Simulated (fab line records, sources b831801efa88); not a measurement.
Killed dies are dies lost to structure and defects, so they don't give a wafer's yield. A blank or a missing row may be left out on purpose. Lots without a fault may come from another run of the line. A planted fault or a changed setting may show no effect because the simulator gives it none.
fab line records | flow gf180mcu
record lots=5 wafers=15 last_day=32
route steps=602 shown V2@388 M3@409
lots that met no fault: from a run of the same line without faults
start_h: hours from the record's first day to the start of the lot's first wafer shown | wait_h: hours since the lot's step before | " the same as in the row above | L1.1+2: a row that stands for several wafers | - no value, or no start given | * or withheld: withheld | < > ~ a bound
route shown NAME@n: a module of which the file shows steps, and the number in the route of the first | usual: mean/standard deviation of fault-free wafers | same: alike in all rows | chamber/n: place in a boat | sites: the reading at each site | _std_site: their standard deviation | _edge_site: outer sites' mean less inner sites' | radius_mm: how far each site lies from the wafer's centre | mask NAME#n: copy n | behind: the tool/chamber that last shaped the wafer | hold: why the lot was held/for how many hours/how that ended | device: the transistor (n, p or np) that didn't switch | end of line: the same wafers' tests at the end of the route | a step without rows: its recipe alone | killed: dies lost to structure and defects at the first sort, not the wafer's yield | map: a wafer's dies, x killed, . not, _ none there
set.NAME: the setting as run; set.NAME@STEP: as run at that earlier step | model.NAME: the simulator's own value behind a step, which no gauge read
lots at some steps of the route; a table a step, a row a wafer
services: from which hour (start_h, from the record's first day; less than 0 if before it) a tool's chamber was out of use, for how many hours, and why
## steps
# step GF_V2_DEHYDRATE_06
# recipe temp_c=200 time_s=60
# columns lot.wafer tool chamber start_h wait_h
L074.4+5+6 litho_track-03 0 428.51 11.5
L080.1+4+6 litho_track-03 0 539.18 10.3
L083.3+4+6 litho_track-03 0 548.43 10.2
L087.3+4+6 litho_track-02 0 564.80 10.4
L088.2+3+5 litho_track-04 0 584.41 10.0
# step GF_V2_HMDS_07
# recipe prime_time_s=60 prime_temp_c=120
# usual prime_temp_c=120.00/0.13
# columns lot.wafer tool chamber start_h wait_h prime_temp_c
L074.4 litho_track-03 0 428.66 0.1 120.09
L074.5 " 0 " " 120.07
L074.6 " 0 " " 119.98
L080.1 litho_track-03 0 539.33 0.1 119.97
L080.4 " 0 " " 120.02
L080.6 " 0 " " 119.95
L083.3 litho_track-03 0 548.58 0.1 120.06
L083.4 " 0 " " 120.22
L083.6 " 0 " " 119.84
L087.3 litho_track-02 0 564.95 0.1 119.96
L087.4 " 0 " " 120.00
L087.6 " 0 " " 120.11
L088.2 litho_track-04 0 584.56 0.1 120.23
L088.3 " 0 " " 120.24
L088.5 " 0 " " 120.21
# step GF_V2_COAT_08
# recipe resist=BARC temp_c=withheld time_s=withheld spin_rpm=withheld resist_thk_nm=withheld
# columns lot.wafer tool chamber start_h wait_h
L074.4+5+6 litho_track-03 0 428.81 0.1
L080.1+4+6 litho_track-03 0 539.48 0.1
L083.3+4+6 litho_track-03 0 548.73 0.1
L087.3+4+6 litho_track-02 0 565.10 0.1
L088.2+3+5 litho_track-04 0 584.71 0.1
# step GF_V2_COAT_09
# recipe resist=KrF spin_rpm=withheld resist_thk_nm=1000
# columns lot.wafer tool chamber start_h wait_h
L074.4+5+6 litho_track-03 0 - -
L080.1+4+6 litho_track-03 0 - -
L083.3+4+6 litho_track-03 0 - -
L087.3+4+6 litho_track-02 0 - -
L088.2+3+5 litho_track-04 0 - -
# step GF_V2_SOFTBAKE_10
# recipe temp_c=130 time_s=60 resist=KrF
# columns lot.wafer tool chamber start_h wait_h
L074.4+5+6 litho_track-03 0 - -
L080.1+4+6 litho_track-03 0 - -
L083.3+4+6 litho_track-03 0 - -
L087.3+4+6 litho_track-02 0 - -
L088.2+3+5 litho_track-04 0 - -
# step GF_V2_EXPOSE_11
# recipe mask_id=Via2 target_cd_nm=260 na=0.68 source_shape=conventional sigma_outer=0.6 dose_mj=38
# usual stage_vel_mm_s=499.96/0.3
# columns lot.wafer tool chamber start_h wait_h mask stage_vel_mm_s
L074.4 krf_scanner-02 0 - - Via2#0 500.31
L074.5 " 0 " " Via2#0 500.57
L074.6 " 0 " " Via2#0 500.51
L080.1 krf_scanner-01 0 - - Via2#0 499.37
L080.4 " 0 " " Via2#0 499.64
L080.6 " 0 " " Via2#0 499.91
L083.3 krf_scanner-02 0 - - Via2#0 499.70
L083.4 " 0 " " Via2#0 500.01
L083.6 " 0 " " Via2#0 500.03
L087.3 krf_scanner-01 0 - - Via2#0 499.95
L087.4 " 0 " " Via2#0 500.07
L087.6 " 0 " " Via2#0 499.93
L088.2 krf_scanner-01 0 - - Via2#0 500.46
L088.3 " 0 " " Via2#0 500.33
L088.5 " 0 " " Via2#0 499.83
# step GF_V2_PEB_12
# recipe peb_temp_c=135 peb_time_s=90 resist=KrF
# columns lot.wafer tool chamber start_h wait_h
L074.4+5+6 litho_track-03 0 - -
L080.1+4+6 litho_track-02 0 - -
L083.3+4+6 litho_track-04 0 - -
L087.3+4+6 litho_track-02 0 - -
L088.2+3+5 litho_track-03 0 - -
# step GF_V2_DEVELOP_13
# recipe develop_time_s=60 resist=KrF dev_temp_c=21
# columns lot.wafer tool chamber start_h wait_h
L074.4+5+6 litho_track-03 0 441.86 0.1
L080.1+4+6 litho_track-02 0 551.20 0.2
L083.3+4+6 litho_track-04 0 559.88 0.1
L087.3+4+6 litho_track-02 0 575.85 0.1
L088.2+3+5 litho_track-03 0 595.76 0.2
# step GF_V2_CD_MEAS_14
# recipe target_cd_nm=260
# usual cd_nm=259.8/1.1
# columns lot.wafer tool chamber start_h wait_h cd_nm
L074.4 cd_sem-01 - 442.00 0.1 260.2
L074.5 " - " " 260.9
L074.6 " - " " 260.1
L080.1 cd_sem-02 - 551.35 0.1 259.4
L080.4 " - " " 259.3
L080.6 " - " " 258.7
L083.3 cd_sem-02 - 560.02 0.1 259.6
L083.4 " - " " 259.6
L083.6 " - " " 260.7
L087.3 cd_sem-02 - 575.99 0.1 261.1
L087.4 " - " " 260.3
L087.6 " - " " 260.8
L088.2 cd_sem-01 - 595.90 0.1 259.1
L088.3 " - " " 258.0
L088.5 " - " " 257.9
# step GF_V2_OVL_MEAS_15
# usual V2_OVL=0/4.7
# columns lot.wafer tool chamber start_h wait_h V2_OVL[nm]
L074.4 overlay-01 - 442.07 0.1 -3
L074.5 " - " " -3
L074.6 " - " " 3
L080.1 overlay-01 - 551.47 0.1 -2
L080.4 " - " " -4
L080.6 " - " " -4
L083.3 overlay-01 - 560.11 0.1 1
L083.4 " - " " 4
L083.6 " - " " -2
L087.3 overlay-02 - 576.08 0.1 10
L087.4 " - " " 2
L087.6 " - " " 1
L088.2 overlay-02 - 596.01 0.1 -3
L088.3 " - " " 3
L088.5 " - " " 2
# step GF_V2_ETCH_16
# recipe chemistry=N2/H2 target_depth_a=withheld overetch_a=withheld time_s=withheld target=BARC ion_energy_ev=200 source_w=500 bias_w=100 pressure_mtorr=30 n2_flow_sccm=100 h2_flow_sccm=200
# usual drypump_motor_current_A=5.9/0.4 oes_product_au=0.855/0.004 rf_fwd_power_W=494.5/2.1 throttle_valve_pct=13.224/0.0086
# columns lot.wafer tool chamber start_h wait_h drypump_motor_current_A oes_product_au rf_fwd_power_W throttle_valve_pct
L074.4 rie_diel-03 3 442.09 0.0 6.0 0.857 496.2 13.218
L074.5 " 1 " " 6.4 0.859 495.3 13.227
L074.6 " 0 " " 6.3 0.853 492.0 13.221
L080.1 rie_diel-04 1 551.50 0.0 5.6 0.852 495.3 13.216
L080.4 " 3 " " 6.1 0.855 493.8 13.227
L080.6 " 1 " " 5.6 0.847 496.1 13.229
L083.3 rie_diel-03 2 560.14 0.0 5.1 0.855 493.7 13.233
L083.4 " 3 " " 6.0 0.854 497.8 13.226
L083.6 " 2 " " 5.1 0.859 495.4 13.216
L087.3 rie_diel-03 2 576.10 0.0 5.1 0.862 492.4 13.220
L087.4 " 3 " " 6.0 0.851 496.9 13.221
L087.6 " 3 " " 6.0 0.847 497.8 13.209
L088.2 rie_diel-03 3 596.04 0.0 6.0 0.852 495.9 13.220
L088.3 " 1 " " 6.4 0.853 494.2 13.219
L088.5 " 3 " " 6.0 0.857 494.3 13.220
# step GF_V2_ETCH_17
# recipe chemistry=C4F8/O2/Ar mask_material=KrF target=SiO2 stop_on=TiN source_w=1500 bias_w=1200 pressure_mtorr=40 c4f8_flow_sccm=withheld O2_flow_sccm=6 Ar_flow_sccm=300 time_s=withheld target_depth_a=6300
# usual oes_product_au=0.855/0.0045 rf_fwd_power_W=1492/5.1
# columns lot.wafer tool chamber start_h wait_h oes_product_au rf_fwd_power_W
L074.4 rie_diel-03 3 - - 0.853 1492
L074.5 " 1 " " 0.849 1492
L074.6 " 0 " " 0.854 1487
L080.1 rie_diel-04 1 - - 0.858 1496
L080.4 " 3 " " 0.848 1496
L080.6 " 1 " " 0.855 1499
L083.3 rie_diel-03 2 - - 0.857 1489
L083.4 " 3 " " 0.851 1494
L083.6 " 2 " " 0.867 1497
L087.3 rie_diel-03 2 - - 0.848 1488
L087.4 " 3 " " 0.857 1498
L087.6 " 3 " " 0.854 1495
L088.2 rie_diel-03 3 - - 0.856 1499
L088.3 " 1 " " 0.849 1490
L088.5 " 3 " " 0.858 1496
# step GF_V2_STRIP_18
# recipe chemistry=O2/N2 power_w=1400 pressure_mtorr=1500 platen_temp_c=250 o2_flow_sccm=3000 n2_flow_sccm=300 overash_fraction=0.5
# usual drypump_motor_current_A=5.7/0.33 heater_power_w=311/34 oes_product_au=0.592/0.0049 platen_temp_c=250.03/0.14
# columns lot.wafer tool chamber start_h wait_h drypump_motor_current_A heater_power_w oes_product_au platen_temp_c rf_hours_counter_h
L074.4 plasma_asher-04 0 442.25 - 5.2 356 0.596 249.88 -
L074.5 " 1 " " 5.7 305 0.598 249.89 -
L074.6 " 0 " " 5.2 363 0.597 250.03 -
L080.1 plasma_asher-04 0 551.63 - 5.2 368 0.598 249.99 12
L080.4 " 0 " " 5.2 364 0.597 250.02 -
L080.6 " 1 " " 5.7 300 0.596 249.94 -
L083.3 plasma_asher-02 0 560.30 - 5.9 309 0.596 250.00 -
L083.4 " 1 " " 6.2 336 0.597 249.88 -
L083.6 " 1 " " 6.1 329 0.590 249.80 -
L087.3 plasma_asher-03 1 576.26 - 5.4 265 0.594 250.10 -
L087.4 " 0 " " 5.8 261 0.588 250.00 -
L087.6 " 1 " " 5.3 258 0.584 250.14 -
L088.2 plasma_asher-03 0 596.17 - 5.8 259 0.594 249.97 72
L088.3 " 0 " " 5.8 262 0.593 249.76 -
L088.5 " 1 " " 5.4 265 0.587 250.20 -
# step GF_V2_STRIP_19
# recipe chemistry=post_etch_residue_remover time_s=1200 temp_c=72.5
# columns lot.wafer tool chamber start_h wait_h
L074.4+5+6 wet_bench-01 1 442.49 0.2
L080.1+4+6 wet_bench-01 2 551.73 0.1
L083.3+4+6 wet_bench-04 0 560.37 0.0
L087.3+4+6 wet_bench-04 3 576.33 0.0
L088.2+3+5 wet_bench-02 0 596.27 0.1
# step GF_V2_CLEAN_20
# recipe chemistry=DIW dry=n2_spin
# columns lot.wafer tool chamber start_h wait_h
L074.4+5+6 wet_bench-02 0 442.83 0.0
L080.1+4+6 wet_bench-01 0 552.07 0.0
L083.3+4+6 wet_bench-01 2 560.74 0.0
L087.3+4+6 wet_bench-02 1 576.67 0.0
L088.2+3+5 wet_bench-01 0 596.61 0.0
# step GF_V2_SPUTTER_21
# recipe material=Ti target_thk_nm=15 chamber_pressure_pa=5 power_w=2500 substrate_temp_c=200 time_s=80.02
# usual throttle_valve_pct=30.2/0.8
# columns lot.wafer tool chamber start_h wait_h throttle_valve_pct
L074.4 pvd_sputter-03 - 442.92 0.0 31.2
L074.5 " - " " 30.5
L074.6 " - " " 31.4
L080.1 pvd_sputter-01 - 552.17 0.0 28.5
L080.4 " - " " 28.5
L080.6 " - " " 29.6
L083.3 pvd_sputter-04 - 560.83 0.0 30.5
L083.4 " - " " 29.5
L083.6 " - " " 29.4
L087.3 pvd_sputter-01 - 576.77 0.0 29.8
L087.4 " - " " 30.0
L087.6 " - " " 30.1
L088.2 pvd_sputter-03 - 596.70 0.0 30.6
L088.3 " - " " 31.1
L088.5 " - " " 29.0
# step GF_V2_SPUTTER_22
# recipe material=TiN target_thk_nm=10 chamber_pressure_pa=5 power_w=4000 time_s=40
# usual throttle_valve_pct=30.2/0.79
# columns lot.wafer tool chamber start_h wait_h throttle_valve_pct
L074.4 pvd_sputter-03 - 442.99 0.0 31.3
L074.5 " - " " 30.5
L074.6 " - " " 31.3
L080.1 pvd_sputter-01 - 552.23 0.0 28.3
L080.4 " - " " 28.5
L080.6 " - " " 29.8
L083.3 pvd_sputter-04 - 560.89 0.0 30.5
L083.4 " - " " 29.6
L083.6 " - " " 29.8
L087.3 pvd_sputter-01 - 576.83 0.0 30.0
L087.4 " - " " 29.7
L087.6 " - " " 30.0
L088.2 pvd_sputter-03 - 596.76 0.0 30.9
L088.3 " - " " 31.3
L088.5 " - " " 29.1
# step GF_V2_CVD_23
# recipe material=W target_thk_nm=350 time_s=104.94 temp_c=400 pressure_torr=40
# usual heater_power_w=914/95
# columns lot.wafer tool chamber start_h wait_h heater_power_w
L074.4 cvd_w-01 1 443.06 0.1 1025
L074.5 " 1 " " 1048
L074.6 " 0 " " 920
L080.1 cvd_w-01 0 552.27 0.0 917
L080.4 " 0 " " 933
L080.6 " 0 " " 928
L083.3 cvd_w-01 0 560.97 0.1 915
L083.4 " 1 " " 1041
L083.6 " 1 " " 1007
L087.3 cvd_w-02 1 576.91 0.1 778
L087.4 " 0 " " 815
L087.6 " 1 " " 781
L088.2 cvd_w-02 0 596.80 0.0 819
L088.3 " 1 " " 798
L088.5 " 1 " " 797
# step GF_V2_RS_MEAS_24
# recipe thk_meas_gauge=four-point-probe reads=W_of_V2_CVD_23+TiN_of_V2_SPUTTER_22+Ti_of_V2_SPUTTER_21
# usual V2_W_RS=0.327/0.0054
# columns lot.wafer tool chamber start_h wait_h V2_W_RS[ohm/sq]
L074.4 film_metro-03 - 443.20 0.1 0.321
L074.5 " - " " 0.320
L074.6 " - " " 0.334
L080.1 film_metro-03 - 552.38 0.1 0.333
L080.4 " - " " 0.333
L080.6 " - " " 0.333
L083.3 film_metro-03 - 561.08 0.1 0.329
L083.4 " - " " 0.322
L083.6 " - " " 0.319
L087.3 film_metro-03 - 577.03 0.1 0.333
L087.4 " - " " 0.323
L087.6 " - " " 0.329
L088.2 film_metro-02 - 596.93 0.1 0.324
L088.3 " - " " 0.334
L088.5 " - " " 0.336
# step GF_V2_THK_MEAS_25
# recipe thk_meas_gauge=xrf reads=W_of_V2_CVD_23
# usual V2_W_THK=355/7
# columns lot.wafer tool chamber start_h wait_h V2_W_THK[nm]
L074.4 film_metro-03 - 443.29 0.1 364
L074.5 " - " " 363
L074.6 " - " " 350
L080.1 film_metro-03 - 552.50 0.1 355
L080.4 " - " " 352
L080.6 " - " " 354
L083.3 film_metro-03 - 561.18 0.1 360
L083.4 " - " " 365
L083.6 " - " " 369
L087.3 film_metro-03 - 577.13 0.1 348
L087.4 " - " " 361
L087.6 " - " " 353
L088.2 film_metro-02 - 597.04 0.1 353
L088.3 " - " " 341
L088.5 " - " " 340
# step GF_V2_CMP_26
# recipe stop_on=SiO2 down_force_psi=3.5 platen_rpm=60 t_overpolish_s=15 target_thk_nm=0 pad_velocity_m_s=0.94248
# usual head_pressure_psi=3.500/0.0083 motor_current_A=11.2/1 overpolish_run_s=14.999/0.0093 time_to_endpoint_s=82/3.3
# columns lot.wafer tool chamber start_h wait_h head_pressure_psi motor_current_A overpolish_run_s time_to_endpoint_s
L074.4 cmp-02 3 443.47 0.2 3.495 10.9 15.007 86
L074.5 " 0 " " 3.483 12.5 15.002 83
L074.6 " 1 " " 3.510 11.6 14.993 81
L080.1 cmp-02 0 552.56 0.1 3.482 12.0 14.990 81
L080.4 " 2 " " 3.509 10.4 14.994 78
L080.6 " 1 " " 3.511 11.6 15.000 84
L083.4 cmp-01 2 561.27 0.1 3.500 10.0 15.020 80
L083.3 " 0 " " 3.496 12.7 14.979 82
L083.6 " 1 " " 3.500 11.0 14.988 82
L087.3 cmp-01 1 577.22 0.1 3.507 11.3 15.004 79
L087.4 " 3 " " 3.498 10.5 15.005 82
L087.6 " 1 " " 3.496 10.5 14.994 82
L088.2 cmp-02 1 597.14 0.1 3.505 11.5 14.987 83
L088.3 " 3 " " 3.493 11.2 14.998 78
L088.5 " 0 " " 3.499 12.5 15.007 79
# step GF_M3_SPUTTER_00
# recipe material=Ti target_thk_nm=37.5 arriving_ion_energy_ev=80 substrate_temp_c=200 chamber_pressure_pa=2 power_w=4000 time_s=150
# usual throttle_valve_pct=29.9/0.62
# columns lot.wafer tool chamber start_h wait_h throttle_valve_pct
L074.4 pvd_sputter-04 - 443.62 0.1 29.6
L074.5 " - " " 30.6
L074.6 " - " " 31.3
L080.1 pvd_sputter-02 - 552.86 0.2 30.7
L080.4 " - " " 29.4
L080.6 " - " " 30.4
L083.3 pvd_sputter-04 - 561.52 0.1 30.4
L083.4 " - " " 29.5
L083.6 " - " " 30.3
L087.3 pvd_sputter-02 - 577.47 0.2 29.5
L087.4 " - " " 29.7
L087.6 " - " " 29.6
L088.2 pvd_sputter-02 - 597.39 0.2 29.2
L088.3 " - " " 30.7
L088.5 " - " " 29.5
# step GF_M3_SPUTTER_01
# recipe material=TiN target_thk_nm=30 power_w=6500 time_s=25 chamber_pressure_pa=0.4
# usual throttle_valve_pct=29.9/0.62
# columns lot.wafer tool chamber start_h wait_h throttle_valve_pct
L074.4 pvd_sputter-04 - 443.72 0.1 29.5
L074.5 " - " " 30.4
L074.6 " - " " 31.2
L080.1 pvd_sputter-02 - 552.96 0.1 30.5
L080.4 " - " " 29.4
L080.6 " - " " 30.7
L083.3 pvd_sputter-04 - 561.62 0.1 30.6
L083.4 " - " " 29.8
L083.6 " - " " 30.1
L087.3 pvd_sputter-02 - 577.57 0.1 29.6
L087.4 " - " " 29.7
L087.6 " - " " 29.7
L088.2 pvd_sputter-02 - 597.49 0.1 29.3
L088.3 " - " " 30.1
L088.5 " - " " 29.4
# step GF_M3_SPUTTER_02
# recipe material=AlCu target_thk_nm=450 power_w=10600 time_s=23.9 chamber_pressure_pa=0.4
# usual throttle_valve_pct=29.9/0.64
# columns lot.wafer tool chamber start_h wait_h throttle_valve_pct
L074.4 pvd_sputter-04 - 443.75 0.0 29.6
L074.5 " - " " 30.3
L074.6 " - " " 31.1
L080.1 pvd_sputter-02 - 552.99 0.0 30.5
L080.4 " - " " 29.3
L080.6 " - " " 30.5
L083.3 pvd_sputter-04 - 561.65 0.0 30.3
L083.4 " - " " 29.5
L083.6 " - " " 30.6
L087.3 pvd_sputter-02 - 577.60 0.0 29.8
L087.4 " - " " 29.5
L087.6 " - " " 29.7
L088.2 pvd_sputter-02 - 597.52 0.0 29.3
L088.3 " - " " 30.5
L088.5 " - " " 29.5
# step GF_M3_SPUTTER_03
# recipe material=Ti target_thk_nm=10 substrate_temp_c=300 chamber_pressure_pa=0.3 power_w=3000 time_s=6.7
# usual throttle_valve_pct=29.9/0.63
# columns lot.wafer tool chamber start_h wait_h throttle_valve_pct
L074.4 pvd_sputter-04 - 443.78 0.0 29.8
L074.5 " - " " 30.3
L074.6 " - " " 31.1
L080.1 pvd_sputter-02 - 553.02 0.0 30.3
L080.4 " - " " 29.4
L080.6 " - " " 30.4
L083.3 pvd_sputter-04 - 561.68 0.0 30.5
L083.4 " - " " 29.7
L083.6 " - " " 30.4
L087.3 pvd_sputter-02 - 577.63 0.0 29.7
L087.4 " - " " 29.6
L087.6 " - " " 30.0
L088.2 pvd_sputter-02 - 597.55 0.0 29.6
L088.3 " - " " 30.6
L088.5 " - " " 29.4
# step GF_M3_SPUTTER_04
# recipe material=TiN target_thk_nm=50 power_w=6500 time_s=41.7 chamber_pressure_pa=0.4
# usual throttle_valve_pct=29.9/0.63
# columns lot.wafer tool chamber start_h wait_h throttle_valve_pct
L074.4 pvd_sputter-04 - 443.80 0.0 29.4
L074.5 " - " " 30.7
L074.6 " - " " 30.9
L080.1 pvd_sputter-02 - 553.04 0.0 30.5
L080.4 " - " " 29.2
L080.6 " - " " 30.7
L083.3 pvd_sputter-04 - 561.70 0.0 30.5
L083.4 " - " " 29.3
L083.6 " - " " 30.3
L087.3 pvd_sputter-02 - 577.65 0.0 29.6
L087.4 " - " " 29.8
L087.6 " - " " 29.7
L088.2 pvd_sputter-02 - 597.57 0.0 29.4
L088.3 " - " " 30.5
L088.5 " - " " 29.4
# step GF_M3_RS_MEAS_05
# recipe thk_meas_gauge=four-point-probe reads=TiN_of_M3_SPUTTER_04+Ti_of_M3_SPUTTER_03+AlCu_of_M3_SPUTTER_02+TiN_of_M3_SPUTTER_01+Ti_of_M3_SPUTTER_00
# usual M3_ALCU_RS=0.0697/0.00091
# columns lot.wafer tool chamber start_h wait_h M3_ALCU_RS[ohm/sq]
L074.4 film_metro-04 - 443.90 0.1 0.0696
L074.5 " - " " 0.0691
L074.6 " - " " 0.0687
L080.1 film_metro-01 - 553.08 0.0 0.0688
L080.4 " - " " 0.0684
L080.6 " - " " 0.0690
L083.3 film_metro-04 - 561.78 0.1 0.0710
L083.4 " - " " 0.0709
L083.6 " - " " 0.0704
L087.3 film_metro-01 - 577.73 0.1 0.0718
L087.4 " - " " 0.0724
L087.6 " - " " 0.0718
L088.2 film_metro-04 - 597.63 0.0 0.0674
L088.3 " - " " 0.0688
L088.5 " - " " 0.0677
# step GF_M3_THK_MEAS_06
# recipe thk_meas_gauge=xrf reads=AlCu_of_M3_SPUTTER_02
# usual M3_ALCU_THK=444/5.8
# columns lot.wafer tool chamber start_h wait_h M3_ALCU_THK[nm]
L074.4 film_metro-04 - 443.99 0.1 444
L074.5 " - " " 446
L074.6 " - " " 450
L080.1 film_metro-01 - 553.20 0.1 451
L080.4 " - " " 454
L080.6 " - " " 450
L083.3 film_metro-04 - 561.88 0.1 433
L083.4 " - " " 432
L083.6 " - " " 434
L087.3 film_metro-01 - 577.83 0.1 433
L087.4 " - " " 429
L087.6 " - " " 433
L088.2 film_metro-04 - 597.74 0.1 457
L088.3 " - " " 446
L088.5 " - " " 455
# step GF_M3_DEHYDRATE_07
# recipe temp_c=200 time_s=60
# columns lot.wafer tool chamber start_h wait_h
L074.4+5+6 litho_track-02 0 455.87 11.9
L080.1+4+6 litho_track-02 0 563.55 10.3
L083.3+4+6 litho_track-04 0 571.78 9.9
L087.3+4+6 litho_track-02 0 587.60 9.8
L088.2+3+5 litho_track-01 0 606.99 9.2
# step GF_M3_HMDS_08
# recipe prime_time_s=60 prime_temp_c=120
# usual prime_temp_c=120.01/0.12
# columns lot.wafer tool chamber start_h wait_h prime_temp_c
L074.4 litho_track-02 0 456.02 0.1 119.97
L074.5 " 0 " " 120.08
L074.6 " 0 " " 120.16
L080.1 litho_track-02 0 563.70 0.1 120.11
L080.4 " 0 " " 119.85
L080.6 " 0 " " 119.96
L083.3 litho_track-04 0 571.93 0.1 120.02
L083.4 " 0 " " 119.87
L083.6 " 0 " " 120.03
L087.3 litho_track-02 0 587.75 0.1 119.86
L087.4 " 0 " " 119.92
L087.6 " 0 " " 119.81
L088.2 litho_track-01 0 607.14 0.1 120.02
L088.3 " 0 " " 120.11
L088.5 " 0 " " 119.91
# step GF_M3_COAT_09
# recipe resist=KrF spin_rpm=withheld resist_thk_nm=1000
# columns lot.wafer tool chamber start_h wait_h
L074.4+5+6 litho_track-02 0 456.17 0.1
L080.1+4+6 litho_track-02 0 563.85 0.1
L083.3+4+6 litho_track-04 0 572.08 0.1
L087.3+4+6 litho_track-02 0 587.90 0.1
L088.2+3+5 litho_track-01 0 607.29 0.1
# step GF_M3_SOFTBAKE_10
# recipe temp_c=130 time_s=60 resist=KrF
# columns lot.wafer tool chamber start_h wait_h
L074.4+5+6 litho_track-02 0 456.32 0.1
L080.1+4+6 litho_track-02 0 564.00 0.1
L083.3+4+6 litho_track-04 0 572.23 0.1
L087.3+4+6 litho_track-02 0 588.05 0.1
L088.2+3+5 litho_track-01 0 607.44 0.1
# step GF_M3_EXPOSE_11
# recipe mask_id=Metal3 target_cd_nm=280 na=0.68 source_shape=conventional sigma_outer=0.6 dose_mj=28
# usual stage_vel_mm_s=499.98/0.26
# columns lot.wafer tool chamber start_h wait_h mask stage_vel_mm_s
L074.4 krf_scanner-01 0 - - Metal3#0 500.17
L074.5 " 0 " " Metal3#0 500.36
L074.6 " 0 " " Metal3#0 500.09
L080.1 krf_scanner-01 0 - - Metal3#0 499.77
L080.4 " 0 " " Metal3#0 500.13
L080.6 " 0 " " Metal3#0 499.53
L083.3 krf_scanner-01 0 - - Metal3#0 500.05
L083.4 " 0 " " Metal3#0 499.96
L083.6 " 0 " " Metal3#0 500.00
L087.3 krf_scanner-02 0 - - Metal3#0 500.07
L087.4 " 0 " " Metal3#0 499.98
L087.6 " 0 " " Metal3#0 500.78
L088.2 krf_scanner-02 0 - - Metal3#0 500.00
L088.3 " 0 " " Metal3#0 499.88
L088.5 " 0 " " Metal3#0 499.83
# step GF_M3_PEB_12
# recipe peb_temp_c=135 peb_time_s=90 resist=KrF
# columns lot.wafer tool chamber start_h wait_h
L074.4+5+6 litho_track-02 0 - -
L080.1+4+6 litho_track-04 0 - -
L083.3+4+6 litho_track-04 0 - -
L087.3+4+6 litho_track-02 0 - -
L088.2+3+5 litho_track-04 0 - -
# step GF_M3_DEVELOP_13
# recipe develop_time_s=60 dev_temp_c=21
# columns lot.wafer tool chamber start_h wait_h
L074.4+5+6 litho_track-02 0 468.22 0.1
L080.1+4+6 litho_track-04 0 574.33 0.2
L083.3+4+6 litho_track-04 0 582.28 0.1
L087.3+4+6 litho_track-02 0 598.60 0.1
L088.2+3+5 litho_track-04 0 616.91 0.2
# step GF_M3_CD_MEAS_14
# recipe target_cd_nm=280
# usual cd_nm=280.2/1.2
# columns lot.wafer tool chamber start_h wait_h cd_nm
L074.4 cd_sem-01 - 468.36 0.1 279.7
L074.5 " - " " 278.9
L074.6 " - " " 279.1
L080.1 cd_sem-02 - 574.48 0.1 281.3
L080.4 " - " " 279.6
L080.6 " - " " 280.0
L083.3 cd_sem-02 - 582.42 0.1 281.2
L083.4 " - " " 281.6
L083.6 " - " " 281.9
L087.3 cd_sem-02 - 598.84 0.2 279.2
L087.4 " - " " 279.2
L087.6 " - " " 280.3
L088.2 cd_sem-02 - 617.05 0.1 280.2
L088.3 " - " " 281.5
L088.5 " - " " 279.2
# step GF_M3_OVL_MEAS_15
# usual M3_OVL=-2/5.4
# columns lot.wafer tool chamber start_h wait_h M3_OVL[nm]
L074.4 overlay-02 - 468.44 0.1 -1
L074.5 " - " " 2
L074.6 " - " " -5
L080.1 overlay-02 - 574.60 0.1 9
L080.4 " - " " -6
L080.6 " - " " 4
L083.3 overlay-01 - 582.51 0.1 2
L083.4 " - " " -7
L083.6 " - " " -8
L087.3 overlay-02 - 598.94 0.1 -9
L087.4 " - " " -12
L087.6 " - " " -10
L088.2 overlay-01 - 617.16 0.1 -8
L088.3 " - " " -13
L088.5 " - " " -9
# step GF_M3_METAL_ETCH_16
# recipe chemistry=Cl2/BCl3 mask_material=KrF target_depth_nm=627.5 stop_on=SiO2 pressure_mtorr=8 icp_w=800 bias_w=140 Cl2_flow_sccm=80 bcl3_flow_sccm=40 time_s=104.6
# usual drypump_motor_current_A=6.0/0.48 oes_product_au=0.971/0.0067 rf_fwd_power_W=795.8/2.9 throttle_valve_pct=28.251/0.01
# columns lot.wafer tool chamber start_h wait_h drypump_motor_current_A oes_product_au rf_fwd_power_W rf_hours_counter_h throttle_valve_pct
L074.4 rie_metal-01 0 468.49 0.0 6.2 0.980 790.6 - 28.249
L074.5 " 1 " " 5.0 0.973 795.0 - 28.253
L074.6 " 0 " " 6.3 0.985 791.7 - 28.241
L080.1 rie_metal-01 1 574.64 0.0 5.0 0.970 793.2 11 28.243
L080.4 " 1 " " 5.0 0.976 794.8 - 28.243
L080.6 " 0 " " 6.3 0.974 794.3 - 28.252
L083.3 rie_metal-01 0 582.58 0.1 6.3 0.967 796.3 - 28.270
L083.4 " 1 " " 5.0 0.961 795.2 - 28.260
L083.6 " 1 " " 5.0 0.972 798.5 - 28.250
L087.3 rie_metal-02 1 599.00 0.1 6.4 0.958 796.0 - 28.266
L087.4 " 0 " " 6.4 0.957 800.3 - 28.251
L087.6 " 0 " " 6.4 0.957 797.9 - 28.269
L088.2 rie_metal-02 0 617.19 0.0 6.4 0.978 801.0 2 28.252
L088.3 " 0 " " 6.4 0.973 797.7 - 28.238
L088.5 " 1 " " 6.4 0.979 795.2 - 28.244
## services
# columns tool chamber start_h hours kind
krf_scanner-01 - 408.57 0.8 pm
krf_scanner-02 - 413.59 1.3 pm
wet_bench-02 - 440.27 2.2 repair
krf_scanner-02 - 441.93 0.8 pm
rie_metal-01 1 449.18 4.0 repair
cmp-02 - 471.78 1.4 repair
pvd_sputter-03 - 473.45 1.6 repair
krf_scanner-01 - 480.01 1.0 pm
pvd_sputter-02 - 489.47 8.8 repair
rie_diel-03 1 499.63 6.7 repair
rie_metal-01 - 502.46 2.8 pm
wet_bench-01 - 503.72 2.6 repair
cmp-02 - 516.86 0.2 repair
krf_scanner-02 - 537.64 1.0 pm
pvd_sputter-03 - 541.32 1.4 repair
krf_scanner-01 - 544.33 1.3 pm
wet_bench-02 - 546.38 7.0 repair
pvd_sputter-01 - 553.23 11.6 repair
cmp-02 - 563.49 1.8 repair
cmp-02 - 572.38 4.0 pm
krf_scanner-01 - 577.37 0.8 pm
krf_scanner-02 - 589.49 1.3 pm
pvd_sputter-02 - 592.84 4.5 repair
krf_scanner-02 - 610.73 0.8 pm
## key
fault none
